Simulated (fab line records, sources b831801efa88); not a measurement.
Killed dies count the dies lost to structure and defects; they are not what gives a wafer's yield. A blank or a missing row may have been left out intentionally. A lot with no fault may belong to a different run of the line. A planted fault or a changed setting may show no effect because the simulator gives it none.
Struck lot and sound lot, side by side	flow sky130	16 steps out of a route of 708
Sound: the wafers L697.2, L697.3, L697.4. Wafers struck: L704.3, L704.4, L704.6. The cause comes at the end.
Order at every step that has rows: each side's tool, ch and its chambers, its first start. Under that, the readings that differ: sound wafers	struck wafers	difference of the means	sigmas: that difference in standard deviations of wafers without a fault.
alike: same words and numbers on both sides, and readings whose means sit less than 2 such deviations apart. not compared: any withheld reading, any reading some wafer has no value for, any bound like >300 that may hide the same value, and any number with overlapping values for which the record gives no deviation.
A row with sigmas, a row that says differs or no value, or rows on one side alone: a step with any of these is where the two part. When numbers do not overlap yet have no deviation, they are printed without sigmas and do not part them. A reading missing from all wafers of one side parts the sides only when that side holds two or more wafers.

first, 5 steps without rows for these wafers: SKY_SONOS_TUNNEL_COAT_02 (resist thk 1140 nm); SKY_SONOS_TUNNEL_SOFTBAKE_03 (time 60 s); SKY_SONOS_TUNNEL_EXPOSE_04 (exposes mask TUNM, target cd 410 nm); SKY_SONOS_TUNNEL_PEB_05; SKY_SONOS_TUNNEL_DEVELOP_06 (develop time 60 s).
SKY_SONOS_TUNNEL_CD_MEAS_07: target cd 410 nm.
  sound on cdSem-01, day 11 19:23; struck on cdSem-01, day 14 12:59
  alike: cdNm
SKY_SONOS_TUNNEL_OVL_MEAS_08:
  sound on overlay-02, day 11 19:29; struck on overlay-02, day 14 13:05
  alike: SONOS_TUNNEL_OVL
then, 3 steps without rows for these wafers: SKY_SONOS_TUNNEL_IMPLANT_09; SKY_SONOS_TUNNEL_WET_ETCH_10 (etches SiO2 in dHF, target depth 14 nm, time 280 s); SKY_SONOS_TUNNEL_STRIP_11 (strips in SPM, time 600 s).
SKY_SONOS_TUNNEL_TW_MEAS_12:
  sound on filmMetro-04, day 11 19:57; struck on filmMetro-03, day 14 13:32
  alike: SONOS_TUNNEL_TW
then, 1 step without rows for these wafers: SKY_SONOS_TUNNEL_CLEAN_13 (cleans in dHF, time 20 s).
SKY_SONOS_ONO_OXIDATION_00: stabilise 600 s, purge 300 s, target thk 2.6 nm.
  sound on furnace-02 ch 0, day 11 20:27; struck on furnace-01 ch 0, day 14 13:35
reading	sound	struck	difference	sigmas
spikeTcBottomC (C)	814.9 814.2 815.1	844.7 843.3 845.0	+29.6	+13
spikeTcCentreC (C)	799.8 799.9 801.1	826.5 825.0 826.5	+25.7	+21
spikeTcLowerC (C)	799.7 799.6 801.1	825.1 825.3 827.2	+25.7	+21
spikeTcTopC (C)	809.4 810.8 810.7	836.7 836.4 838.7	+27.0	+18
spikeTcUpperC (C)	798.1 800.7 798.1	824.7 824.5 825.0	+25.8	+26
tubeCenterTempC (C)	799.99 800.11 800.04	824.65 824.62 824.65	+24.59	+99 or more
tube_center_temp_C_max	802.1 801.5 801.5	826.3 826.6 827.0	+24.9	+73
model.SiO2_of_SONOS_ONO_OXIDATION_00.thkNm (nm)	2.66 2.655 2.6	3.736 3.751 3.702	+1.091	
SKY_SONOS_ONO_THK_MEAS_01:
  sound on filmMetro-02, day 11 21:48; struck on filmMetro-02, day 14 14:58
reading	sound	struck	difference	sigmas
SONOS_ONO_OXIDATION_THK (nm)	2.60 2.65 2.52	3.68 3.73 3.70	+1.11	+23
then, 1 step without rows for these wafers: SKY_SONOS_ONO_CVD_02 (deposits Si3N4 from DCS/NH3, target thk 10.5 nm, time 180 s).
-- the record jumps here: 34 days lie between the struck wafers' starts before and after (it left off in module SONOS_ONO and takes up again in module PAD_OPEN, whose first step shown is number 708 of the route) --
SKY_PAD_OPEN_PROBE_99:
  sound on prober-01, day 46 00:43; struck on prober-02, day 48 06:23
reading	sound	struck	difference	sigmas
model.etest.sonosErased.driveUaUm	231.3 183.9 208.9	20.26 20.08 19.79	-187.99	
model.etest.sonosUncharged.rOnOhmUm	815.7 802.7 800.5	850.1 858.4 860.9	+50.2	
model.etest.sonosProgrammed.offLog10AUm	-13.98 -13.95 -14	-9.326 -8.891 -10.46	+4.418	
model.etest.sonosErased.vtV (V)	-2.285 -2.275 -2.33	-0.3794 -0.3776 -0.3918	+1.9137	
model.etest.capOno.gateLog10ACm2	-8.174 -7.931 -7.853	-9.635 -9.725 -9.662	-1.688	
model.etest.capOno.gateBvV (V)	16.99 16.02 16.38	17.9 18 18.21	+1.6	
model.etest.capOno.toxAccNm (nm)	13.05 12.92 12.89	14.23 14.23 14.27	+1.29	
model.etest.sonosProgrammed.vtV (V)	1.47 1.454 1.447	0.5008 0.4679 0.6084	-0.9313	
  alike: killed_at_M0_to_M3, killed_at_M4_up, killedAtContacts, killedAtFrontEnd, killedAtOther, killedDies, killedOpen, killedShort

WHERE THEY PART
Earliest at SKY_SONOS_ONO_OXIDATION_00; latest, in this record, at SKY_SONOS_ONO_THK_MEAS_01. Later steps at which nothing parts them and some readings are alike: SKY_PAD_OPEN_PROBE_99.

WHY: whatever the simulator had introduced
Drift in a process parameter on furnace-01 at SKY_SONOS_ONO_OXIDATION_00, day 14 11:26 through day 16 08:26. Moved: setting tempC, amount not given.
